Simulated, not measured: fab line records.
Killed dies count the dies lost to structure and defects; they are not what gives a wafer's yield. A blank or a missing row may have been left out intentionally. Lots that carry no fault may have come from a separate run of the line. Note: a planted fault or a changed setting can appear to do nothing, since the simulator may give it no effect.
Chamber matching :: flow gf180mcu :: GF_STI_CMP_25 on cmp-02 has 4 sister chambers
The step polishes, stops on Si3N4, t overpolish 33 s, target thk 524.6 nm. 4 wafers are shown with their chamber, then 12 later ones without.

EACH WAFER AND ITS CHAMBER
wafer: L090.6
chamber: 0
motor-current-A (A): 11.1

wafer: L091.3
chamber: 3
motor-current-A (A): 10.9

wafer: L091.5
chamber: 1
motor-current-A (A): 12.9

wafer: L091.6
chamber: 2
motor-current-A (A): 12.6

WAFERS WHOSE CHAMBER IS MISSING
wafer: L094.1
motor-current-A (A): 12.4

wafer: L094.2
motor-current-A (A): 12.6

wafer: L094.4
motor-current-A (A): 10.9

wafer: L095.1
motor-current-A (A): 12.2

wafer: L095.4
motor-current-A (A): 11.2

wafer: L095.5
motor-current-A (A): 11.9

wafer: L096.2
motor-current-A (A): 11.0

wafer: L096.4
motor-current-A (A): 12.9

wafer: L096.5
motor-current-A (A): 12.3

wafer: L097.1
motor-current-A (A): 12.5

wafer: L097.2
motor-current-A (A): 12.6

wafer: L097.3
motor-current-A (A): 11.1

WHICH CHAMBER EACH ONE RAN IN
wafer: L094.1
from the rows above: can't be placed: 2 or 1
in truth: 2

wafer: L094.2
from the rows above: can't be placed: 2 or 1
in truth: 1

wafer: L094.4
from the rows above: can't be placed: 3 or 0
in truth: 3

wafer: L095.1
from the rows above: can't be placed: 2 or 1
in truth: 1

wafer: L095.4
from the rows above: can't be placed: 0 or 3
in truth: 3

wafer: L095.5
from the rows above: can't be placed: 2 or 0 or 1 or 3
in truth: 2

wafer: L096.2
from the rows above: can't be placed: 0 or 3
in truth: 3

wafer: L096.4
from the rows above: can't be placed: 1 or 2
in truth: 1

wafer: L096.5
from the rows above: can't be placed: 2 or 1
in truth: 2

wafer: L097.1
from the rows above: can't be placed: 2 or 1
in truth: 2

wafer: L097.2
from the rows above: can't be placed: 2 or 1
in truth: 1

wafer: L097.3
from the rows above: can't be placed: 0 or 3
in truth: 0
Correct placement for 0 of the 12. Can't be placed from these rows: 12 (the true chamber is among the candidates in 12). Wrongly placed: 0.
How it was worked out, from the rows above alone: a wafer's distance from a chamber is the root of the sum, over the readings, of the square of ((its reading less the chamber's mean) divided by the reading's scatter). If the next closest chamber is less than 2 further off than the closest, the wafer can't be placed; otherwise it belongs to the closest. Each chamber's mean is taken over the wafers shown for it. The scatter: with one shown wafer a chamber, the root of the mean of the squares of how far each hidden wafer lies from its nearest shown one.
